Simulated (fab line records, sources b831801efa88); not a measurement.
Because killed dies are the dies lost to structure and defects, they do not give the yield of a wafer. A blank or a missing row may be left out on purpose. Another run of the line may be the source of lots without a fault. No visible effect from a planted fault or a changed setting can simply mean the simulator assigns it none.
fab line records -- flow sky130
record: lots: 13, wafers: 36, lastDay: 50
route steps=708 shown POLY_GATE@235 POLY_CUT@318 RES_XHIGH@341 LI_CONTACT@362 PAD_OPEN@708
lots untouched by any fault: they come from a run of this same line in which no faults occurred
startH: start of the lot's first displayed wafer, in hours after the record's first day -- waitH: hours since the lot's step before -- " as in the row above -- L1.1+2: a single row standing in for several wafers -- - no value present, or no start provided -- * or withheld: withheld -- < > ~ a bound
route shown NAME@n: a module of which the file shows steps, and the number in the route of the first -- usual: the fault-free wafers' mean and standard deviation -- same: alike in all rows -- chamber/n: place in a boat -- sites: per-site readings -- _std_site: the standard deviation of these -- _edge_site: the outer-site mean with the inner-site mean subtracted -- radiusMm: for every site, how far away it sits from the centre of the wafer -- mask NAME#n: copy n -- behind: the most recent tool/chamber to have shaped the wafer -- hold: reason for holding the lot/hours on hold/outcome of the hold -- device: whichever transistor did not switch (one of n, p or np) -- end of line: tests of these same wafers at the route's end -- for a step that has no rows: nothing shown but its recipe -- killed: the dies lost at the first sort to structure and to defects; this is not the yield of the wafer -- map: per-die view of a wafer (x killed, . not killed, _ where there is no die)
set.NAME: the setting that was run; set.NAME@STEP: the one run at that earlier step -- model.NAME: the simulator's own value behind a step, which no gauge read
a sample of lots followed through the steps of the route, with each step as a table and each wafer as a row
services: the hour from which a tool's chamber was out of use, counted from the record's first day as startH (under 0 if before that day), plus the number of hours and why
== steps ==
step: SKY_POLY_GATE_THK_MEAS_21
recipe: reads: SiO2_of_POLY_GATE_OXIDATION_20
usual: POLY_GATE_OXIDATION_THK: 4.01/0.086
lot.wafer,tool,chamber,startH,waitH,POLY_GATE_OXIDATION_THK[nm]
L714.2,filmMetro-04,-,379.58,0.0,3.96
L714.3,filmMetro-04,-,379.58,0.0,3.96
L714.5,filmMetro-04,-,379.58,0.0,3.99
L715.1,filmMetro-01,-,388.69,0.0,3.99
L715.3,filmMetro-01,-,388.69,0.0,4.04
L715.5,filmMetro-01,-,388.69,0.0,4.09
L717.2,filmMetro-01,-,413.13,0.0,3.96
L717.4,filmMetro-01,-,413.13,0.0,3.94
L717.6,filmMetro-01,-,413.13,0.0,3.95
L719.3,filmMetro-04,-,423.79,0.0,4.05
L719.4,filmMetro-04,-,423.79,0.0,4.00
L719.5,filmMetro-04,-,423.79,0.0,4.02
L720.1,filmMetro-01,-,434.52,0.0,4.20
L720.2,filmMetro-01,-,434.52,0.0,4.09
L721.1,filmMetro-02,-,439.27,0.0,4.04
L721.6,filmMetro-02,-,439.27,0.0,4.01
L722.2,filmMetro-04,-,452.10,0.0,3.91
L722.6,filmMetro-04,-,452.10,0.0,3.94
L729.1,filmMetro-01,-,522.08,0.0,3.97
L729.3,filmMetro-01,-,522.08,0.0,3.95
L729.4,filmMetro-01,-,522.08,0.0,3.95
L731.2,filmMetro-02,-,540.73,0.0,4.06
L731.3,filmMetro-02,-,540.73,0.0,3.83
L731.4,filmMetro-02,-,540.73,0.0,3.92
L732.1,filmMetro-04,-,543.42,0.0,3.98
L732.2,filmMetro-04,-,543.42,0.0,3.94
L732.5,filmMetro-04,-,543.42,0.0,3.89
L733.1,filmMetro-02,-,554.52,0.0,3.87
L733.3,filmMetro-02,-,554.52,0.0,4.01
L733.5,filmMetro-02,-,554.52,0.0,3.94
L734.3,filmMetro-01,-,559.03,0.0,3.87
L734.4,filmMetro-01,-,559.03,0.0,3.97
L734.6,filmMetro-01,-,559.03,0.0,3.87
L735.2,filmMetro-01,-,569.35,0.0,4.04
L735.3,filmMetro-01,-,569.35,0.0,3.94
L735.5,filmMetro-01,-,569.35,0.0,4.13
step: SKY_POLY_CUT_ETCH_11
recipe: target: Si3N4, chemistry: CF4/CH2F2/Ar, stopOn: poly-Si, sourceW: 600, biasW: 150, pressureMtorr: 40, cf4FlowSccm: 40, ch2f2FlowSccm: 20, Ar_flow_sccm: 150, timeS: 42.5, targetDepthA: 600
usual: ch2f2FlowSccm: 20.00/0.059, drypumpMotorCurrentA: 5.6/0.32, mfcArSccm: 150.0/0.41, oesProductAu: 0.827/0.0073, throttleValvePct: 14.995/0.01
lot.wafer,tool,chamber,startH,waitH,ch2f2FlowSccm,drypumpMotorCurrentA,mfcArSccm,oesProductAu,rfHoursCounterH,throttleValvePct
L714.2,rieDiel-02,0,565.27,0.0,20.02,5.4,149.9,0.821,4,14.998
L714.3,rieDiel-02,2,565.27,0.0,20.00,5.3,150.1,0.831,3,14.984
L714.5,rieDiel-02,1,565.27,0.0,20.07,6.1,151.1,0.818,-,14.998
L715.1,rieDiel-02,2,572.77,0.0,20.00,5.3,150.3,0.821,3,15.000
L715.3,rieDiel-02,0,572.77,0.0,20.08,5.5,150.1,0.832,4,15.004
L715.5,rieDiel-02,2,572.77,0.0,20.02,5.3,150.7,0.829,-,15.000
L717.2,rieDiel-02,3,600.52,0.0,20.05,5.6,149.9,0.816,0,14.993
L717.4,rieDiel-02,2,600.52,0.0,20.05,5.3,150.4,0.823,-,14.993
L717.6,rieDiel-02,3,600.52,0.0,19.95,5.5,149.6,0.817,-,14.997
L719.3,rieDiel-02,3,609.95,0.0,20.02,5.5,150.1,0.817,1,14.999
L719.4,rieDiel-02,2,609.95,0.0,19.86,5.3,150.3,0.828,-,14.985
L719.5,rieDiel-02,1,609.95,0.0,19.99,6.1,149.3,0.818,-,14.992
L720.1,rieDiel-04,3,618.82,0.0,19.96,5.9,150.0,0.810,12,14.973
L720.2,rieDiel-04,2,618.82,0.0,20.03,6.4,149.7,0.801,17,14.994
L721.1,rieDiel-04,2,624.71,0.0,19.96,6.4,149.9,0.830,17,14.995
L721.6,rieDiel-04,1,624.71,0.0,20.03,5.2,150.0,0.820,-,15.009
L722.2,rieDiel-02,0,636.17,0.0,19.92,5.4,149.6,0.822,5,14.986
L722.6,rieDiel-02,2,636.17,0.0,20.00,5.3,150.7,0.828,-,14.976
L729.1,rieDiel-01,1,699.06,0.0,19.94,5.9,149.9,0.832,4,14.995
L729.3,rieDiel-01,0,699.06,0.0,19.92,5.5,149.6,0.834,10,14.996
L729.4,rieDiel-01,2,699.06,0.0,20.05,5.9,150.3,0.823,27,14.994
L731.2,rieDiel-04,1,718.07,0.0,20.01,5.2,149.6,0.827,18,14.994
L731.3,rieDiel-04,0,718.07,0.0,19.96,5.6,150.2,0.825,12,15.003
L731.4,rieDiel-04,2,718.07,0.0,19.91,6.4,150.1,0.823,19,15.000
L732.1,rieDiel-02,0,721.02,0.0,19.99,5.5,149.3,0.839,6,14.999
L732.2,rieDiel-02,2,721.02,0.0,20.01,5.3,150.5,0.829,6,15.010
L732.5,rieDiel-02,2,721.02,0.0,20.02,5.3,150.1,0.836,-,15.000
L733.1,rieDiel-04,3,727.96,0.0,19.91,5.9,150.0,0.833,16,15.006
L733.3,rieDiel-04,1,727.96,0.0,19.95,5.2,149.5,0.828,19,14.975
L733.5,rieDiel-04,0,727.96,0.0,20.03,5.5,149.8,0.837,-,15.016
L734.3,rieDiel-01,3,733.46,0.0,20.03,5.3,150.4,0.836,13,14.997
L734.4,rieDiel-01,1,733.46,0.0,20.16,5.9,150.4,0.834,5,14.993
L734.6,rieDiel-01,1,733.46,0.0,20.07,5.8,149.4,0.828,-,14.999
L735.2,rieDiel-01,0,743.60,0.0,19.99,5.6,149.6,0.828,11,14.998
L735.3,rieDiel-01,3,743.60,0.0,19.97,5.3,149.9,0.835,13,14.980
L735.5,rieDiel-01,2,743.60,0.0,20.05,5.8,149.8,0.836,-,14.979
step: SKY_RES_XHIGH_TW_MEAS_09
usual: RES_XHIGH_TW: 1627/6.6
lot.wafer,tool,chamber,startH,waitH,RES_XHIGH_TW
L714.2,filmMetro-04,-,624.42,0.1,1627
L714.3,filmMetro-04,-,624.42,0.1,1630
L714.5,filmMetro-04,-,624.42,0.1,1628
L715.1,filmMetro-02,-,631.13,0.1,1623
L715.3,filmMetro-02,-,631.13,0.1,1619
L715.5,filmMetro-02,-,631.13,0.1,1619
L717.2,filmMetro-01,-,658.28,0.1,1630
L717.4,filmMetro-01,-,658.28,0.1,1628
L717.6,filmMetro-01,-,658.28,0.1,1629
L719.3,filmMetro-01,-,667.64,0.1,1627
L719.4,filmMetro-01,-,667.64,0.1,1632
L719.5,filmMetro-01,-,667.64,0.1,1626
L720.1,filmMetro-01,-,676.48,0.1,1629
L720.2,filmMetro-01,-,676.48,0.1,1631
L721.1,filmMetro-02,-,682.06,0.1,1635
L721.6,filmMetro-02,-,682.06,0.1,1626
L722.2,filmMetro-02,-,693.52,0.1,1621
L722.6,filmMetro-02,-,693.52,0.1,1624
L729.1,filmMetro-01,-,753.73,0.1,1631
L729.3,filmMetro-01,-,753.73,0.1,1625
L729.4,filmMetro-01,-,753.73,0.1,1624
L731.2,filmMetro-01,-,772.77,0.1,1628
L731.3,filmMetro-01,-,772.77,0.1,1625
L731.4,filmMetro-01,-,772.77,0.1,1628
L732.1,filmMetro-02,-,775.78,0.1,1626
L732.2,filmMetro-02,-,775.78,0.1,1629
L732.5,filmMetro-02,-,775.78,0.1,1625
L733.1,filmMetro-04,-,782.58,0.1,1646
L733.3,filmMetro-04,-,782.58,0.1,1637
L733.5,filmMetro-04,-,782.58,0.1,1636
L734.3,filmMetro-01,-,787.58,0.1,1630
L734.4,filmMetro-01,-,787.58,0.1,1635
L734.6,filmMetro-01,-,787.58,0.1,1638
L735.2,filmMetro-04,-,796.63,0.1,1630
L735.3,filmMetro-04,-,796.63,0.1,1630
L735.5,filmMetro-04,-,796.63,0.1,1630
step: SKY_LI_CONTACT_HDPCVD_00
recipe: material: PSG, targetThkNm: 930, sigmaOpenFrac: 0.3, timeS: 155, tempC: 600, sih4FlowSccm: 60, pressureMtorr: 6
usual: runLengthS: 182.9/0.81
lot.wafer,tool,chamber,startH,waitH,runLengthS
L714.2,hdpcvd-01,0,653.90,0.0,182.2
L714.3,hdpcvd-01,2,653.90,0.0,183.6
L714.5,hdpcvd-01,2,653.90,0.0,183.8
L715.1,hdpcvd-01,0,660.78,0.0,181.8
L715.3,hdpcvd-01,2,660.78,0.0,183.2
L715.5,hdpcvd-01,1,660.78,0.0,182.7
L717.2,hdpcvd-02,1,687.90,0.0,183.7
L717.4,hdpcvd-02,1,687.90,0.0,183.6
L717.6,hdpcvd-02,2,687.90,0.0,181.9
L719.3,hdpcvd-02,2,696.29,0.0,181.8
L719.4,hdpcvd-02,1,696.29,0.0,184.0
L719.5,hdpcvd-02,2,696.29,0.0,181.8
L720.1,hdpcvd-02,1,704.90,0.0,175.8
L720.2,hdpcvd-02,2,704.90,0.0,182.0
L721.1,hdpcvd-02,1,710.46,0.0,176.2
L721.6,hdpcvd-02,2,710.46,0.0,174.6
L722.2,hdpcvd-02,0,722.89,0.0,182.3
L722.6,hdpcvd-02,1,722.89,0.0,175.5
L729.1,hdpcvd-02,1,780.53,0.0,184.1
L729.3,hdpcvd-02,2,780.53,0.0,182.1
L729.4,hdpcvd-02,2,780.53,0.0,182.6
L731.2,hdpcvd-02,2,799.53,0.0,181.9
L731.3,hdpcvd-02,0,799.53,0.0,182.6
L731.4,hdpcvd-02,1,799.53,0.0,184.8
L732.1,hdpcvd-02,1,804.01,0.0,184.2
L732.2,hdpcvd-02,2,804.01,0.0,182.6
L732.5,hdpcvd-02,2,804.01,0.0,182.2
L733.1,hdpcvd-02,2,810.45,0.0,181.8
L733.3,hdpcvd-02,1,810.45,0.0,184.2
L733.5,hdpcvd-02,2,810.45,0.0,182.8
L734.3,hdpcvd-01,1,814.98,0.0,182.4
L734.4,hdpcvd-01,1,814.98,0.0,182.4
L734.6,hdpcvd-01,2,814.98,0.0,183.3
L735.2,hdpcvd-02,2,823.69,0.0,182.0
L735.3,hdpcvd-02,0,823.69,0.0,182.9
L735.5,hdpcvd-02,2,823.69,0.0,182.8
step: SKY_LI_CONTACT_THK_MEAS_01
recipe: reads: PSG_of_LI_CONTACT_HDPCVD_00
usual: LI_CONTACT_HDPCVD_THK: 933/9.8
lot.wafer,tool,chamber,startH,waitH,LI_CONTACT_HDPCVD_THK[nm]
L714.2,filmMetro-01,-,654.04,0.1,912
L714.3,filmMetro-01,-,654.04,0.1,923
L714.5,filmMetro-01,-,654.04,0.1,921
L715.1,filmMetro-01,-,660.89,0.1,931
L715.3,filmMetro-01,-,660.89,0.1,942
L715.5,filmMetro-01,-,660.89,0.1,950
L717.2,filmMetro-04,-,688.01,0.1,948
L717.4,filmMetro-04,-,688.01,0.1,937
L717.6,filmMetro-04,-,688.01,0.1,927
L719.3,filmMetro-01,-,696.41,0.1,933
L719.4,filmMetro-01,-,696.41,0.1,954
L719.5,filmMetro-01,-,696.41,0.1,943
L720.1,filmMetro-01,-,705.00,0.1,889
L720.2,filmMetro-01,-,705.00,0.1,942
L721.1,filmMetro-02,-,710.56,0.1,892
L721.6,filmMetro-02,-,710.56,0.1,883
L722.2,filmMetro-02,-,723.00,0.1,945
L722.6,filmMetro-02,-,723.00,0.1,900
L729.1,filmMetro-02,-,780.64,0.1,934
L729.3,filmMetro-02,-,780.64,0.1,952
L729.4,filmMetro-02,-,780.64,0.1,939
L731.2,filmMetro-01,-,799.65,0.1,939
L731.3,filmMetro-01,-,799.65,0.1,937
L731.4,filmMetro-01,-,799.65,0.1,931
L732.1,filmMetro-01,-,804.11,0.1,937
L732.2,filmMetro-01,-,804.11,0.1,931
L732.5,filmMetro-01,-,804.11,0.1,923
L733.1,filmMetro-01,-,810.55,0.1,929
L733.3,filmMetro-01,-,810.55,0.1,942
L733.5,filmMetro-01,-,810.55,0.1,933
L734.3,filmMetro-04,-,815.11,0.1,940
L734.4,filmMetro-04,-,815.11,0.1,931
L734.6,filmMetro-04,-,815.11,0.1,932
L735.2,filmMetro-02,-,823.81,0.1,927
L735.3,filmMetro-02,-,823.81,0.1,921
L735.5,filmMetro-02,-,823.81,0.1,927
step: SKY_PAD_OPEN_PROBE_99
usual: killed_at_M0_to_M3: 44/7.5, killed_at_M4_up: 3.2/1.9, killedAtContacts: 23/4.7, killedAtFrontEnd: 15/4.7, killedAtOther: 0.4/0.66, killedDies: 87/9.3, killedOnRim: 17/4.1, killedOpen: 47/7.2, killedShort: 39/6.5
same: grossDies: 492, killedAtBackSide: 0
lot.wafer,tool,chamber,startH,waitH,killed_at_M0_to_M3,killed_at_M4_up,killedAtContacts,killedAtFrontEnd,killedAtOther,killedDies,killedOnRim,killedOpen,killedShort
L719.3,prober-02,-,1112.19,0.2,61,2,19,16,0,98,18,56,42
L719.4,prober-02,-,1112.24,0.2,50,2,20,17,0,89,24,52,37
L719.5,prober-02,-,1112.29,0.2,42,2,17,13,0,74,15,37,37
killed by level:class
L719.3 VIA1:geometricParticle:open=18 VIA2:geometricParticle:open=11 VIA1:geometricParticle:short=8 LI_CONTACT:geometricParticle:open=7 VIA3:geometricParticle:open=7 POLY_GATE:geometricParticle:short=5 CONTACT:geometricParticle:short=5 CONTACT:geometricParticle:open=4
L719.4 VIA1:geometricParticle:open=15 VIA1:geometricParticle:short=8 FIELD_ISO:geometricParticle:open=7 CONTACT:geometricParticle:open=7 VIA2:geometricParticle:open=7 LI_CONTACT:geometricParticle:open=6 VIA3:geometricParticle:open=5 POLY_GATE:geometricParticle:short=4
L719.5 VIA3:geometricParticle:open=10 METAL1:geometricParticle:short=6 CONTACT:geometricParticle:open=5 VIA1:geometricParticle:short=5 VIA1:geometricParticle:open=5 VIA2:geometricParticle:open=5 POLY_GATE:geometricParticle:short=4 LOCAL_INTERCONNECT:geometricParticle:short=4
== services ==
tool,chamber,startH,hours,kind
rieDiel-04,1,548.06,7.6,repair
rieDiel-02,3,550.87,-,clean
rieDiel-02,3,550.87,24.9,scheduledDown
hdpcvd-01,1,552.02,3.6,repair
rieDiel-04,2,556.44,3.9,repair
rieDiel-01,0,560.59,4.1,repair
rieDiel-04,3,568.03,5.3,repair
hdpcvd-01,-,574.99,2.8,pm
rieDiel-02,-,590.82,1.0,repair
hdpcvd-01,0,591.24,2.0,repair
rieDiel-02,0,600.40,10.4,repair
hdpcvd-02,-,606.04,0.9,repair
hdpcvd-02,-,645.06,1.6,repair
hdpcvd-02,-,650.75,15.0,pm
hdpcvd-02,0,650.75,15.0,ventCycle
hdpcvd-02,1,650.75,15.0,ventCycle
hdpcvd-02,2,650.75,15.0,ventCycle
hdpcvd-02,0,665.75,-,clean
hdpcvd-02,1,665.75,-,clean
hdpcvd-02,2,665.75,-,clean
rieDiel-02,-,730.96,0.3,repair
rieDiel-02,0,754.52,12.3,repair
hdpcvd-01,-,808.87,2.2,repair
rieDiel-01,2,810.21,1.4,repair
== key ==
firstSign: step: SKY_LI_CONTACT_HDPCVD_00, reading: runLengthS, direction: down, sigmas: 9.1, usual: *, struck: *
effect: step: SKY_LI_CONTACT_THK_MEAS_01, reading: LI_CONTACT_HDPCVD_THK, direction: down, sigmas: 4.3, usual: 933, struck: 891
metAt SKY_LI_CONTACT_HDPCVD_00
struckLots L720,L721,L722
struckWafers L720.1,L721.1,L721.6,L722.6
testerLeftOut L720,L721,L722
notActingAt SKY_POLY_GATE_THK_MEAS_21,SKY_POLY_CUT_ETCH_11,SKY_RES_XHIGH_TW_MEAS_09
onsetBetween 696.29 704.90
fault: kind: processParameterDrift, tool: hdpcvd-02, chamber: -, onsetH: 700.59, steps: SKY_LI_CONTACT_HDPCVD_00, channel: timeS, offset: *, shape: step, endH: 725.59, scope: struckWafersOnly, actsIn: *, stated: *
testerLeftOut: of these lots the tester's yield and bins aren't shown, on N5 and GAA mostly nor the transistor test; their killed dies are dies lost to structure and defects alone, not to doping, threshold or leakage, so they don't give the yield
